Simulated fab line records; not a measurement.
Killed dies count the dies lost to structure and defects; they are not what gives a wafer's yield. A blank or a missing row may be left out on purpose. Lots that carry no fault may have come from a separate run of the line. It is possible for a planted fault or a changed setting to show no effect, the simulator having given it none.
Commonality check across tools || flow gf180mcu || 12 lots, 36 wafers sampled

WHY IT WAS OPENED
Of 12 lots, 1 have the reading HV_LDD_2_TW flagged at GF_HV_LDD_TW_MEAS_23. No-fault wafers: 1044, standard deviation 9.
Rule: flag the lot when none of its wafers has a number, or when each of its wafers that has one lies beyond 4 standard deviations from that mean. As for the other lots, they are considered sound.

{"lot": "L365", "measured": "day 11 10:05", "on": "film_metro-01", "HV_LDD_2_TW, wafer by wafer": "1040 1047 1042", "flag": ""}
{"lot": "L368", "measured": "day 12 03:53", "on": "film_metro-03", "HV_LDD_2_TW, wafer by wafer": "1032 1027 1036", "flag": ""}
{"lot": "L369", "measured": "day 12 13:00", "on": "film_metro-04", "HV_LDD_2_TW, wafer by wafer": "1049 1053 1050", "flag": ""}
{"lot": "L371", "measured": "day 12 21:12", "on": "film_metro-01", "HV_LDD_2_TW, wafer by wafer": "1046 1041 1048", "flag": ""}
{"lot": "L372", "measured": "day 13 11:36", "on": "film_metro-03", "HV_LDD_2_TW, wafer by wafer": "1033 1033 1030", "flag": ""}
{"lot": "L373", "measured": "day 13 17:50", "on": "film_metro-04", "HV_LDD_2_TW, wafer by wafer": "1052 1051 1050", "flag": ""}
{"lot": "L374", "measured": "day 13 20:22", "on": "film_metro-04", "HV_LDD_2_TW, wafer by wafer": "1052 1048 1057", "flag": ""}
{"lot": "L375", "measured": "day 14 08:02", "on": "film_metro-03", "HV_LDD_2_TW, wafer by wafer": "1034 1031 1033", "flag": ""}
{"lot": "L377", "measured": "day 14 22:29", "on": "film_metro-03", "HV_LDD_2_TW, wafer by wafer": "29 29 29", "flag": "FLAGGED"}
{"lot": "L378", "measured": "day 15 04:45", "on": "film_metro-04", "HV_LDD_2_TW, wafer by wafer": "1051 1048 1052", "flag": ""}
{"lot": "L386", "measured": "day 17 16:44", "on": "film_metro-04", "HV_LDD_2_TW, wafer by wafer": "1060 1061 1057", "flag": ""}
{"lot": "L387", "measured": "day 18 02:02", "on": "film_metro-01", "HV_LDD_2_TW, wafer by wafer": "1047 1043 1045", "flag": ""}
On average the flagged lots read 29, which is -1015 against the usual, or -99 or more standard deviations.

EACH LOT AND THE TOOL IT RAN ON
The record keeps 1 process step preceding the reading, out of 602 steps on the route. Read each cell as the tool, then ch plus the chambers that the sampled wafers visited, then the start.
{"lot": "L365", "flag": "", "GF_HV_LDD_EXPOSE_16": "iline_stepper-02 ch 0, day 11 00:48"}
{"lot": "L368", "flag": "", "GF_HV_LDD_EXPOSE_16": "iline_stepper-02 ch 0, day 11 18:32"}
{"lot": "L369", "flag": "", "GF_HV_LDD_EXPOSE_16": "iline_stepper-01 ch 0, day 12 02:41"}
{"lot": "L371", "flag": "", "GF_HV_LDD_EXPOSE_16": "iline_stepper-02 ch 0, day 12 10:49"}
{"lot": "L372", "flag": "", "GF_HV_LDD_EXPOSE_16": "iline_stepper-02 ch 0, day 13 01:16"}
{"lot": "L373", "flag": "", "GF_HV_LDD_EXPOSE_16": "iline_stepper-02 ch 0, day 13 07:34"}
{"lot": "L374", "flag": "", "GF_HV_LDD_EXPOSE_16": "iline_stepper-01 ch 0, day 13 09:50"}
{"lot": "L375", "flag": "", "GF_HV_LDD_EXPOSE_16": "iline_stepper-02 ch 0, day 13 21:21"}
{"lot": "L377", "flag": "FLAGGED", "GF_HV_LDD_EXPOSE_16": "iline_stepper-02 ch 0, day 14 11:37"}
{"lot": "L378", "flag": "", "GF_HV_LDD_EXPOSE_16": "iline_stepper-01 ch 0, day 14 18:14"}
{"lot": "L386", "flag": "", "GF_HV_LDD_EXPOSE_16": "iline_stepper-01 ch 0, day 17 04:57"}
{"lot": "L387", "flag": "", "GF_HV_LDD_EXPOSE_16": "iline_stepper-01 ch 0, day 17 13:55"}
What these steps do:
- GF_HV_LDD_EXPOSE_16: exposes mask Pplus LV AREA, target cd 400 nm.
- GF_HV_LDD_TW_MEAS_23

FLAGGED OVER TOTAL, TOOL BY TOOL (the gauges that took the reading come last)
{"step": "GF_HV_LDD_EXPOSE_16", "tool": "iline_stepper-01", "lots run": 5, "flagged": 0, "share of the flagged lots": "none", "sound lots run after its first flagged lot": "-"}
{"step": "GF_HV_LDD_EXPOSE_16", "tool": "iline_stepper-02", "lots run": 7, "flagged": 1, "share of the flagged lots": "all", "sound lots run after its first flagged lot": 0}
{"step": "GF_HV_LDD_TW_MEAS_23", "tool": "film_metro-01", "lots run": 3, "flagged": 0, "share of the flagged lots": "none", "sound lots run after its first flagged lot": "-"}
{"step": "GF_HV_LDD_TW_MEAS_23", "tool": "film_metro-03", "lots run": 4, "flagged": 1, "share of the flagged lots": "all", "sound lots run after its first flagged lot": 0}
{"step": "GF_HV_LDD_TW_MEAS_23", "tool": "film_metro-04", "lots run": 5, "flagged": 0, "share of the flagged lots": "none", "sound lots run after its first flagged lot": "-"}

WHAT THE TABLE PERMITS
In 2 table rows, all flagged lots were run: iline_stepper-02 (GF_HV_LDD_EXPOSE_16), film_metro-03 (GF_HV_LDD_TW_MEAS_23).
- iline_stepper-02 at GF_HV_LDD_EXPOSE_16 ran 7 lots, 1 of them flagged. A fault beginning between L375 (day 13 21:21), its last sound lot, and L377 (day 14 11:37), its first flagged one, fits the data.
- film_metro-03 at GF_HV_LDD_TW_MEAS_23 ran 4 lots, 1 of them flagged. A fault beginning between L375 (day 14 08:02), its last sound lot, and L377 (day 14 22:29), its first flagged one, fits the data.
These 2 tools cannot be told apart by counting lots, since each of them fits a fault that started at some hour. More lots, or a look at what each step does to the wafer, might.

WHAT HAD BEEN PUT IN BY THE SIMULATOR
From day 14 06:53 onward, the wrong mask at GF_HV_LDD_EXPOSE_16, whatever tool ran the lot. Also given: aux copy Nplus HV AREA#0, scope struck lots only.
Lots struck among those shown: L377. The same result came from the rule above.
